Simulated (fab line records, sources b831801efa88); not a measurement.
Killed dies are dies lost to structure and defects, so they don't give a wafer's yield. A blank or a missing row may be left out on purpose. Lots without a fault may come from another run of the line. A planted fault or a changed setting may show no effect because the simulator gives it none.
fab line records | flow gf180mcu
record lots=24 wafers=72 last_day=35
route steps=602 shown CONTACT@288 M2@377 V2@383 M3@412 V4@498
lots that met no fault: from a run of the same line without faults
start_h: hours from the record's first day to the start of the lot's first wafer shown | wait_h: hours since the lot's step before | " the same as in the row above | L1.1+2: a row that stands for several wafers | - no value, or no start given | * or withheld: withheld | < > ~ a bound
route shown NAME@n: a module of which the file shows steps, and the number in the route of the first | usual: mean/standard deviation of fault-free wafers | same: alike in all rows | chamber/n: place in a boat | sites: the reading at each site | _std_site: their standard deviation | _edge_site: outer sites' mean less inner sites' | radius_mm: how far each site lies from the wafer's centre | mask NAME#n: copy n | behind: the tool/chamber that last shaped the wafer | hold: why the lot was held/for how many hours/how that ended | device: the transistor (n, p or np) that didn't switch | end of line: the same wafers' tests at the end of the route | a step without rows: its recipe alone | killed: dies lost to structure and defects at the first sort, not the wafer's yield | map: a wafer's dies, x killed, . not, _ none there
set.NAME: the setting as run; set.NAME@STEP: as run at that earlier step | model.NAME: the simulator's own value behind a step, which no gauge read
steps of the route over a sample of lots; a table a step, a row a wafer
services: from which hour (start_h, from the record's first day; less than 0 if before it) a tool's chamber was out of use, for how many hours, and why
## steps
# step GF_CONTACT_THK_MEAS_01
# recipe reads=SiO2_of_CONTACT_CVD_00
# usual CONTACT_CVD_00_THK=299.8/2.3
# columns lot.wafer tool chamber start_h wait_h CONTACT_CVD_00_THK[nm]
L074.1 film_metro-01 - 355.99 0.0 301.0
L074.2 " - " " 303.3
L074.3 " - " " 301.3
L075.1 film_metro-04 - 362.85 0.0 299.3
L075.2 " - " " 298.9
L075.5 " - " " 299.4
L076.1 film_metro-04 - 371.64 0.0 298.5
L076.2 " - " " 301.4
L076.3 " - " " 300.2
L077.3 film_metro-02 - 378.59 0.0 298.8
L077.5 " - " " 296.9
L077.6 " - " " 298.6
L078.3 film_metro-02 - 384.71 0.0 302.1
L078.5 " - " " 295.4
L078.6 " - " " 300.5
L079.2 film_metro-02 - 395.21 0.0 301.1
L079.3 " - " " 298.0
L079.5 " - " " 297.4
L080.1 film_metro-02 - 408.59 0.0 300.7
L080.3 " - " " 299.5
L080.4 " - " " 298.5
L081.1 film_metro-02 - 416.17 0.0 299.3
L081.2 " - " " 303.2
L081.3 " - " " 300.8
L082.3 film_metro-04 - 424.53 0.0 299.6
L082.5 " - " " 298.6
L082.6 " - " " 302.7
L083.2 film_metro-01 - 432.94 0.0 297.9
L083.3 " - " " 292.4
L083.5 " - " " 297.3
L084.2 film_metro-04 - 440.66 0.0 301.2
L084.3 " - " " 302.8
L084.5 " - " " 299.5
L085.1 film_metro-01 - 444.08 0.0 298.7
L085.3 " - " " 298.3
L085.4 " - " " 298.7
L086.3 film_metro-02 - 458.92 0.0 298.8
L086.5 " - " " 301.7
L086.6 " - " " 299.4
L087.1 film_metro-04 - 465.91 0.0 297.9
L087.2 " - " " 298.7
L087.3 " - " " 299.0
L088.1 film_metro-04 - 477.03 0.0 304.5
L088.2 " - " " 302.1
L088.6 " - " " 299.7
L089.2 film_metro-01 - 483.60 0.0 300.6
L089.4 " - " " 303.5
L089.5 " - " " 303.1
L090.1 film_metro-01 - 490.53 0.0 299.5
L090.3 " - " " 303.0
L090.6 " - " " 299.3
L091.1 film_metro-02 - 499.98 0.0 295.9
L091.2 " - " " 295.2
L091.4 " - " " 294.5
L092.1 film_metro-01 - 508.00 0.0 301.0
L092.2 " - " " 300.9
L092.4 " - " " 299.3
L093.1 film_metro-04 - 514.29 0.0 300.8
L093.2 " - " " 298.8
L093.5 " - " " 303.4
L094.1 film_metro-02 - 529.93 0.0 297.6
L094.4 " - " " 296.5
L094.6 " - " " 297.2
L095.2 film_metro-01 - 532.77 0.0 299.9
L095.4 " - " " 303.5
L095.6 " - " " 301.4
L096.2 film_metro-01 - 540.39 0.0 298.2
L096.3 " - " " 298.7
L096.5 " - " " 299.7
L097.2 film_metro-04 - 545.39 0.0 300.6
L097.3 " - " " 296.2
L097.6 " - " " 303.1
# step GF_M2_OVL_MEAS_15
# usual M2_OVL=-1/5.1
# columns lot.wafer tool chamber start_h wait_h M2_OVL[nm]
L074.1 overlay-02 - 457.34 0.1 4
L074.2 " - " " 6
L074.3 " - " " 6
L075.1 overlay-01 - 464.37 0.1 -3
L075.2 " - " " -11
L075.5 " - " " -7
L076.1 overlay-01 - 472.30 0.1 -4
L076.2 " - " " -1
L076.3 " - " " -7
L077.3 overlay-01 - 480.56 0.1 -1
L077.5 " - " " -2
L077.6 " - " " 6
L078.3 overlay-01 - 486.95 0.1 0
L078.5 " - " " -9
L078.6 " - " " -1
L079.2 overlay-02 - 496.74 0.1 4
L079.3 " - " " 0
L079.5 " - " " -6
L080.1 overlay-01 - 511.34 0.1 7
L080.3 " - " " 6
L080.4 " - " " -4
L081.1 overlay-01 - 519.85 0.1 -3
L081.2 " - " " -12
L081.3 " - " " -6
L082.3 overlay-01 - 527.61 0.1 -4
L082.5 " - " " -3
L082.6 " - " " 0
L083.2 overlay-02 - 535.59 0.1 -3
L083.3 " - " " 10
L083.5 " - " " 2
L084.2 overlay-01 - 542.64 0.1 13
L084.3 " - " " 4
L084.5 " - " " 5
L085.1 overlay-01 - 546.20 0.1 3
L085.3 " - " " -1
L085.4 " - " " 7
L086.3 overlay-02 - 559.91 0.1 0
L086.5 " - " " 0
L086.6 " - " " 4
L087.1 overlay-02 - 565.69 0.1 2
L087.2 " - " " 12
L087.3 " - " " 7
L088.1 overlay-01 - 576.19 0.1 0
L088.2 " - " " -2
L088.6 " - " " -3
L089.2 overlay-01 - 581.74 0.1 -2
L089.4 " - " " -1
L089.5 " - " " 0
L090.1 overlay-02 - 587.64 0.1 -1
L090.3 " - " " -1
L090.6 " - " " -8
L091.1 overlay-02 - 595.83 0.1 -5
L091.2 " - " " 4
L091.4 " - " " 3
L092.1 overlay-01 - 604.06 0.1 -8
L092.2 " - " " -11
L092.4 " - " " -2
L093.1 overlay-01 - 609.34 0.1 0
L093.2 " - " " 0
L093.5 " - " " -1
L094.1 overlay-01 - 623.34 0.1 -4
L094.4 " - " " -2
L094.6 " - " " -6
L095.2 overlay-02 - 626.21 0.1 -8
L095.4 " - " " -8
L095.6 " - " " -1
L096.2 overlay-02 - 632.54 0.1 4
L096.3 " - " " -1
L096.5 " - " " 5
L097.2 overlay-02 - 637.74 0.1 -6
L097.3 " - " " 1
L097.6 " - " " -2
# step GF_V2_THK_MEAS_01
# recipe reads=SiO2_of_V2_CVD_00
# usual V2_CVD_00_THK=603/5.4
# columns lot.wafer tool chamber start_h wait_h V2_CVD_00_THK[nm]
L074.1 film_metro-04 - 458.12 0.0 604
L074.2 " - " " 601
L074.3 " - " " 606
L075.1 film_metro-01 - 465.13 0.0 592
L075.2 " - " " 595
L075.5 " - " " 600
L076.1 film_metro-04 - 473.05 0.0 601
L076.2 " - " " 602
L076.3 " - " " 596
L077.3 film_metro-04 - 481.32 0.1 595
L077.5 " - " " 606
L077.6 " - " " 598
L078.3 film_metro-04 - 487.71 0.1 598
L078.5 " - " " 603
L078.6 " - " " 602
L079.2 film_metro-01 - 497.50 0.0 600
L079.3 " - " " 599
L079.5 " - " " 596
L080.1 film_metro-01 - 512.12 0.0 606
L080.3 " - " " 610
L080.4 " - " " 599
L081.1 film_metro-02 - 520.61 0.0 608
L081.2 " - " " 602
L081.3 " - " " 607
L082.3 film_metro-04 - 528.37 0.1 596
L082.5 " - " " 603
L082.6 " - " " 602
L083.2 film_metro-04 - 536.35 0.0 611
L083.3 " - " " 601
L083.5 " - " " 605
L084.2 film_metro-02 - 543.40 0.0 597
L084.3 " - " " 597
L084.5 " - " " 607
L085.1 film_metro-01 - 546.95 0.0 595
L085.3 " - " " 593
L085.4 " - " " 602
L086.3 film_metro-04 - 560.68 0.1 605
L086.5 " - " " 606
L086.6 " - " " 609
L087.1 film_metro-04 - 566.44 0.0 597
L087.2 " - " " 595
L087.3 " - " " 604
L088.1 film_metro-01 - 577.06 0.0 604
L088.2 " - " " 599
L088.6 " - " " 609
L089.2 film_metro-01 - 582.61 0.0 610
L089.4 " - " " 603
L089.5 " - " " 602
L090.1 film_metro-04 - 588.53 0.0 604
L090.3 " - " " 599
L090.6 " - " " 609
L091.1 film_metro-01 - 596.73 0.0 612
L091.2 " - " " 613
L091.4 " - " " 610
L092.1 film_metro-04 - 604.81 0.0 611
L092.2 " - " " 603
L092.4 " - " " 609
L093.1 film_metro-01 - 610.09 0.0 611
L093.2 " - " " 603
L093.5 " - " " 615
L094.1 film_metro-01 - 624.20 0.0 598
L094.4 " - " " 601
L094.6 " - " " 591
L095.2 film_metro-04 - 626.97 0.0 601
L095.4 " - " " 595
L095.6 " - " " 605
L096.2 film_metro-04 - 633.31 0.0 613
L096.3 " - " " 604
L096.5 " - " " 604
L097.2 film_metro-02 - 638.50 0.0 598
L097.3 " - " " 601
L097.6 " - " " 599
# step GF_V2_SPUTTER_22
# recipe material=TiN target_thk_nm=10 chamber_pressure_pa=5 power_w=4000 time_s=40
# usual throttle_valve_pct=29.8/0.84
# columns lot.wafer tool chamber start_h wait_h throttle_valve_pct
L074.1 pvd_sputter-03 - 483.75 0.0 29.8
L074.2 " - " " 27.8
L074.3 " - " " 30.4
L075.1 pvd_sputter-01 - 491.25 0.0 29.7
L075.2 " - " " 30.5
L075.5 " - " " 30.2
L076.1 pvd_sputter-03 - 499.20 0.0 29.8
L076.2 " - " " 29.5
L076.3 " - " " 27.5
L077.3 pvd_sputter-04 - 506.86 0.0 31.1
L077.5 " - " " 30.1
L077.6 " - " " 29.8
L078.3 pvd_sputter-01 - 513.66 0.0 30.1
L078.5 " - " " 29.6
L078.6 " - " " 30.0
L079.2 pvd_sputter-04 - 522.80 0.0 30.1
L079.3 " - " " 29.7
L079.5 " - " " 29.6
L080.1 pvd_sputter-01 - 536.70 0.0 29.9
L080.3 " - " " 29.7
L080.4 " - " " 29.9
L081.1 pvd_sputter-04 - 544.51 0.0 28.6
L081.2 " - " " 31.3
L081.3 " - " " 29.7
L082.3 pvd_sputter-04 - 552.85 0.0 29.6
L082.5 " - " " 31.3
L082.6 " - " " 28.7
L083.2 pvd_sputter-04 - 560.65 0.0 29.8
L083.3 " - " " 28.4
L083.5 " - " " 31.2
L084.2 pvd_sputter-01 - 567.70 0.0 29.8
L084.3 " - " " 29.9
L084.5 " - " " 29.8
L085.1 pvd_sputter-01 - 570.90 0.0 30.6
L085.3 " - " " 29.8
L085.4 " - " " 29.8
L086.3 pvd_sputter-03 - 583.20 0.0 27.6
L086.5 " - " " 29.7
L086.6 " - " " 27.8
L087.1 pvd_sputter-01 - 590.51 0.0 29.3
L087.2 " - " " 30.0
L087.3 " - " " 30.6
L088.1 pvd_sputter-04 - 599.80 0.0 30.2
L088.2 " - " " 30.0
L088.6 " - " " 29.9
L089.2 pvd_sputter-01 - 605.56 0.0 29.5
L089.4 " - " " 30.1
L089.5 " - " " 29.9
L090.1 pvd_sputter-01 - 612.05 0.0 30.7
L090.3 " - " " 30.3
L090.6 " - " " 30.4
L091.1 pvd_sputter-01 - 619.47 0.0 30.1
L091.2 " - " " 30.6
L091.4 " - " " 30.1
L092.1 pvd_sputter-04 - 627.65 0.0 29.9
L092.2 " - " " 28.7
L092.4 " - " " 29.9
L093.1 pvd_sputter-03 - 632.62 0.0 30.5
L093.2 " - " " 27.9
L093.5 " - " " 29.6
L094.1 pvd_sputter-04 - 645.61 0.0 28.7
L094.4 " - " " 30.0
L094.6 " - " " 30.0
L095.2 pvd_sputter-03 - 649.49 0.0 29.8
L095.4 " - " " 30.4
L095.6 " - " " 27.8
L096.2 pvd_sputter-04 - 655.65 0.0 30.1
L096.3 " - " " 30.0
L096.5 " - " " 31.3
L097.2 pvd_sputter-01 - 659.43 0.0 30.0
L097.3 " - " " 30.1
L097.6 " - " " 30.2
# step GF_M3_SPUTTER_03
# recipe material=Ti target_thk_nm=10 substrate_temp_c=300 chamber_pressure_pa=0.3 power_w=3000 time_s=6.7
# usual substrate_temp_c=300.00/0.22 throttle_valve_pct=29.7/1.1
# columns lot.wafer tool chamber start_h wait_h substrate_temp_c throttle_valve_pct
L074.1 pvd_sputter-03 - 484.54 0.0 299.76 29.6
L074.2 " - " " 300.00 27.7
L074.3 " - " " 300.08 29.6
L075.1 pvd_sputter-02 - 492.04 0.0 300.01 30.8
L075.2 " - " " 300.01 31.9
L075.5 " - " " 299.71 28.6
L076.1 pvd_sputter-04 - 499.99 0.0 300.14 29.9
L076.2 " - " " 299.70 29.8
L076.3 " - " " 300.19 28.7
L077.3 pvd_sputter-03 - 507.65 0.0 299.96 27.6
L077.5 " - " " 299.76 29.9
L077.6 " - " " 300.09 29.4
L078.3 pvd_sputter-04 - 514.45 0.0 299.91 29.5
L078.5 " - " " 299.54 30.2
L078.6 " - " " 300.09 29.8
L079.2 pvd_sputter-03 - 523.59 0.0 300.25 29.8
L079.3 " - " " 300.11 30.3
L079.5 " - " " 299.84 30.6
L080.1 pvd_sputter-03 - 537.50 0.0 299.94 29.7
L080.3 " - " " 300.22 29.5
L080.4 " - " " 300.13 30.4
L081.1 pvd_sputter-02 - 545.30 0.0 299.76 29.1
L081.2 " - " " 299.99 28.4
L081.3 " - " " 299.76 31.1
L082.3 pvd_sputter-03 - 553.65 0.0 299.97 29.8
L082.5 " - " " 299.80 29.8
L082.6 " - " " 299.91 27.8
L083.2 pvd_sputter-02 - 561.45 0.0 300.14 30.8
L083.3 " - " " 299.98 28.2
L083.5 " - " " 300.00 29.1
L084.2 pvd_sputter-03 - 568.49 0.0 300.17 29.4
L084.3 " - " " 300.34 29.7
L084.5 " - " " 299.84 29.8
L085.1 pvd_sputter-04 - 571.70 0.0 299.79 29.5
L085.3 " - " " 299.43 28.5
L085.4 " - " " 299.77 31.3
L086.3 pvd_sputter-04 - 584.12 0.0 299.98 31.2
L086.5 " - " " 299.96 30.2
L086.6 " - " " 300.18 31.3
L087.1 pvd_sputter-03 - 591.41 0.0 299.97 27.8
L087.2 " - " " 299.71 30.3
L087.3 " - " " 300.14 29.6
L088.1 pvd_sputter-04 - 600.60 0.0 299.48 30.3
L088.2 " - " " 300.10 28.8
L088.6 " - " " 300.00 31.2
L089.2 pvd_sputter-03 - 606.35 0.0 299.94 30.6
L089.4 " - " " 299.84 29.4
L089.5 " - " " 300.01 29.7
L090.1 pvd_sputter-04 - 612.84 0.0 300.44 30.1
L090.3 " - " " 299.38 29.5
L090.6 " - " " 300.18 31.4
L091.1 pvd_sputter-03 - 620.27 0.0 300.07 29.5
L091.2 " - " " 300.35 27.8
L091.4 " - " " 299.74 30.6
L092.1 pvd_sputter-03 - 628.45 0.0 300.02 29.4
L092.2 " - " " 299.52 30.4
L092.4 " - " " 300.13 27.7
L093.1 pvd_sputter-03 - 633.41 0.0 300.01 30.5
L093.2 " - " " 299.76 29.6
L093.5 " - " " 299.96 27.7
L094.1 pvd_sputter-02 - 646.40 0.0 299.99 30.8
L094.4 " - " " 299.78 28.8
L094.6 " - " " 299.96 31.8
L095.2 pvd_sputter-04 - 650.28 0.0 299.92 30.2
L095.4 " - " " 300.46 28.6
L095.6 " - " " 300.05 29.9
L096.2 pvd_sputter-03 - 656.44 0.0 300.04 29.4
L096.3 " - " " 300.22 30.5
L096.5 " - " " 300.05 29.8
L097.2 pvd_sputter-03 - 660.22 0.0 300.35 30.3
L097.3 " - " " 299.91 29.7
L097.6 " - " " 299.94 27.5
# step GF_V4_SPUTTER_22
# recipe material=TiN target_thk_nm=10 chamber_pressure_pa=5 power_w=4000 time_s=40
# usual throttle_valve_pct=29.8/0.86
# columns lot.wafer tool chamber start_h wait_h throttle_valve_pct
L074.1 pvd_sputter-01 - 582.84 0.0 30.6
L074.2 " - " " 30.1
L074.3 " - " " 30.0
L075.1 pvd_sputter-04 - 589.80 0.0 29.9
L075.2 " - " " 28.5
L075.5 " - " " 30.3
L076.1 pvd_sputter-03 - 594.75 0.0 27.3
L076.2 " - " " 30.5
L076.3 " - " " 29.6
L077.3 pvd_sputter-01 - 604.46 0.0 30.0
L077.5 " - " " 29.9
L077.6 " - " " 29.8
L078.3 pvd_sputter-01 - 609.77 0.0 30.4
L078.5 " - " " 30.4
L078.6 " - " " 30.0
L079.2 pvd_sputter-03 - 617.91 0.0 30.4
L079.3 " - " " 29.6
L079.5 " - " " 30.7
L080.1 pvd_sputter-04 - 632.28 0.0 31.6
L080.3 " - " " 29.9
L080.4 " - " " 28.5
L081.1 pvd_sputter-03 - 637.25 0.0 29.8
L081.2 " - " " 30.5
L081.3 " - " " 29.5
L082.3 pvd_sputter-01 - 644.35 0.0 30.1
L082.5 " - " " 30.0
L082.6 " - " " 30.2
L083.2 pvd_sputter-04 - 652.00 0.0 29.6
L083.3 " - " " 31.4
L083.5 " - " " 31.1
L084.2 pvd_sputter-04 - 659.22 0.0 30.0
L084.3 " - " " 28.6
L084.5 " - " " 29.8
L085.1 pvd_sputter-01 - 662.30 0.0 29.8
L085.3 " - " " 30.3
L085.4 " - " " 30.0
L086.3 pvd_sputter-01 - 673.89 0.0 29.8
L086.5 " - " " 30.0
L086.6 " - " " 29.6
L087.1 pvd_sputter-03 - 679.73 0.0 30.4
L087.2 " - " " 29.6
L087.3 " - " " 27.7
L088.1 pvd_sputter-03 - 687.01 0.0 29.4
L088.2 " - " " 29.7
L088.6 " - " " 30.2
L089.2 pvd_sputter-03 - 691.96 0.0 30.5
L089.4 " - " " 30.0
L089.5 " - " " 27.7
L090.1 pvd_sputter-01 - 699.71 0.0 30.4
L090.3 " - " " 29.5
L090.6 " - " " 30.0
L091.1 pvd_sputter-04 - 704.79 0.0 29.8
L091.2 " - " " 29.9
L091.4 " - " " 31.2
L092.1 pvd_sputter-01 - 713.16 0.0 29.6
L092.2 " - " " 30.6
L092.4 " - " " 29.9
L093.1 pvd_sputter-03 - 717.79 0.0 29.5
L093.2 " - " " 27.6
L093.5 " - " " 29.6
L094.1 pvd_sputter-04 - 727.81 0.0 29.7
L094.4 " - " " 31.4
L094.6 " - " " 29.8
L095.2 pvd_sputter-04 - 732.29 0.0 29.9
L095.4 " - " " 31.3
L095.6 " - " " 30.0
L096.2 pvd_sputter-04 - 738.04 0.0 31.3
L096.3 " - " " 28.6
L096.5 " - " " 29.6
L097.2 pvd_sputter-03 - 741.88 0.0 29.8
L097.3 " - " " 30.3
L097.6 " - " " 30.6
## services
# columns tool chamber start_h hours kind
pvd_sputter-04 - 460.83 8.7 repair
pvd_sputter-04 - 463.06 0.8 repair
pvd_sputter-02 0 538.17 - consumable_replace:kit
pvd_sputter-02 0 538.17 18.0 scheduled_down
pvd_sputter-02 0 538.17 18.0 vent_cycle
pvd_sputter-03 3 600.36 - consumable_replace:kit
pvd_sputter-03 3 600.36 18.0 scheduled_down
pvd_sputter-03 3 600.36 18.0 vent_cycle
pvd_sputter-03 - 608.42 0.7 repair
pvd_sputter-04 - 624.03 2.1 repair
pvd_sputter-02 - 671.14 1.7 repair
pvd_sputter-02 3 674.19 - consumable_replace:kit
pvd_sputter-02 3 674.19 18.0 scheduled_down
pvd_sputter-02 3 674.19 18.0 vent_cycle
pvd_sputter-02 - 683.69 3.1 repair
pvd_sputter-03 - 703.27 6.2 repair
pvd_sputter-03 2 714.01 - consumable_replace:kit
pvd_sputter-03 2 714.01 18.0 scheduled_down
pvd_sputter-03 2 714.01 18.0 vent_cycle
pvd_sputter-04 0 717.40 - consumable_replace:kit
pvd_sputter-04 0 717.40 18.0 scheduled_down
pvd_sputter-04 0 717.40 18.0 vent_cycle
pvd_sputter-03 - 726.15 9.8 repair
## key
fault none
